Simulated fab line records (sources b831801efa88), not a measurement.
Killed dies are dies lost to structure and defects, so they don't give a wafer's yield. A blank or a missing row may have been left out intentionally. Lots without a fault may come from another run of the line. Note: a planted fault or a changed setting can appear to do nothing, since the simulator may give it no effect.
One fault through the eyes of 2 desks    flow gf180mcu    numbers are kept per desk, each desk with only its own; the story behind them comes last

DESK OF THE TOOL OWNER: plasma_asher-04
The tool's own readings at GF_DNWELL_STRIP_08 (strips in O2/N2): means of the sampled wafers that have a number, for each lot that ran on this tool. Marked OUT: a lot whose mean sits more than 4 standard deviations from the usual mean, which makes it out of limits; the brackets give that distance.
Columns: A = drypump_motor_current_A at GF_DNWELL_STRIP_08, usual 5.6 A; B = heater_power_w at GF_DNWELL_STRIP_08, usual 311 W; C = oes_product_au at GF_DNWELL_STRIP_08, usual 0.723 a.u.; D = strip_time_to_endpoint_s at GF_DNWELL_STRIP_08, usual 36.99 s
lot   first seen here  A    B    C      D
L329  day 2 18:48      5.6  289  0.724  37.11
L331  day 3 05:23      5.2  292  0.722  37.03
L338  day 4 19:35      5.2  292  0.729  36.92
L341  day 5 10:35      6.1  283  0.724  37.12
L342  day 5 16:09      5.2  293  0.725  36.99
This desk's verdict: no lot among the 5 shows anything out of limits.

AT THE METROLOGY DESK
What the gauges read, lot by lot, whatever tool the lot ran on: means of the sampled wafers that have a number. Marked OUT: a lot whose mean sits more than 4 standard deviations from the usual mean, which makes it out of limits; the brackets give that distance.
Columns: A = cd_nm at GF_M5_CD_MEAS_07, usual 280.1 nm; B = M5_OVL at GF_M5_OVL_MEAS_08, usual 4 nm
lot   first seen here  A      B
L329  day 26 10:11     279.8  -3
L330  day 26 12:43     279.3  9
L331  day 26 19:50     280.9  3
L332  day 27 05:31     279.3  5
L338  day 29 02:46     280.0  0
L341  day 30 00:08     280.6  1
L342  day 30 02:20     280.7  -5
L343  day 30 11:20     278.6  4
L344  day 30 18:11     280.4  1
L346  day 31 04:06     279.9  5
L347  day 31 13:42     280.7  9
L348  day 31 21:18     282.6  10
L351  day 32 11:40     279.8  6
L352  day 33 01:02     279.1  5
This desk's verdict: no lot among the 14 shows anything out of limits.

TAKEN TOGETHER
The desk of the tool owner found nothing out of limits.
Metrology desk: nothing out of limits seen.

WHAT THE SIMULATOR HAD PUT IN
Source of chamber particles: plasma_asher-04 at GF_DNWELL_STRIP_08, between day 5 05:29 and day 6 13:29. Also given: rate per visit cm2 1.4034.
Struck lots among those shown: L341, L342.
